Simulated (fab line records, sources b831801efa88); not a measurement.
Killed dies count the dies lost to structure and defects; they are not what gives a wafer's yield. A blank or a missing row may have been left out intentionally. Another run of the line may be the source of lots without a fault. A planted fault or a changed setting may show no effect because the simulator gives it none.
Problem report, 8D (eight disciplines) form, completed by code / flow sky130 / the parts of the form that need people (team, actions taken, sign-off) are left out

## 1. THE PROBLEM
Wafers without a fault read 15, standard deviation 4.2; killedAtFrontEnd at SKY_PAD_OPEN_PROBE_99 reads a mean of 66 on 6 wafers belonging to 2 lots. That is +12 standard deviations from the usual mean.
First seen on wafer L557.3, day 50 12:08, on prober-01. At this step, 6 wafers from 2 lots have a number in the record. Rule for "out" (also "out of limits"): further than 4 standard deviations from the usual mean. The other wafers with a number count as sound.

## 2. WHAT IT IS, AND WHAT IT ISN'T
question=which readings at this step; is=killedAtFrontEnd; is not=killed_at_M0_to_M3, killedAtOther, killedOpen, killedShort
question=which lots; is=L556, L557; is not=-
question=which wafers of those lots; is=all that have a number; is not=-
question=read on which tools; is=prober-01, prober-02; is not=-
question=when; is=from day 50 12:08; is not=up to then (0 sound wafers)

## 3. THE SUSPECTS, EACH WITH WHAT RULES IT OUT
Counting: a tool at any process step up to the reading remains a suspect when it ran all the lots that are out and ran no sound lot after the first of those.
- plasmaAsher-03 at SKY_SD_P_STRIP_10 (strips in O2/N2): kept. It ran every lot that is out, first L557 (day 32 08:33), and no sound lot after that.
After counting, what remains is plasmaAsher-03 at SKY_SD_P_STRIP_10.

## 4. THE CAUSE (what the simulator had put in)
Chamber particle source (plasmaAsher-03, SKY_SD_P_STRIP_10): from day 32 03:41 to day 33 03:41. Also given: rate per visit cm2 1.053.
After counting, this tool was the only one left.

## 5. THE CHAIN OF EFFECTS, in route order
Each row: a reading whose mean over the struck wafers that have a number lies more than 3 standard deviations from the usual. Only readings for which the record gives a usual standard deviation are gone through. hours: the time from each lot's start at the first step in this table that gives one to its start at this step, as a median over the lots. sigmas: the change in usual standard deviations.
hours=0; step=SKY_PAD_OPEN_PROBE_99; reading=killedAtFrontEnd; usual=15; on struck wafers=66; change=+51; sigmas=+12
hours=0; step=SKY_PAD_OPEN_PROBE_99; reading=killedDies; usual=87; on struck wafers=130; change=+42; sigmas=+4.4
Its process steps:
- SKY_PAD_OPEN_PROBE_99

## 6. WHAT WOULD HAVE CAUGHT IT SOONER
First out-of-limits reading in this record: day 50 12:08, which is 440 hours after fault onset at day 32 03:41.
Of the tool readings at SKY_SD_P_STRIP_10 for which the record gives a usual standard deviation, none was out on any struck wafer, so an alarm limit of 4 standard deviations on them would not have fired.
Lots out: 2; all had begun SKY_SD_P_STRIP_10 on plasmaAsher-03 by day 50 12:08. None of them would have been spared by holding the tool at that moment.
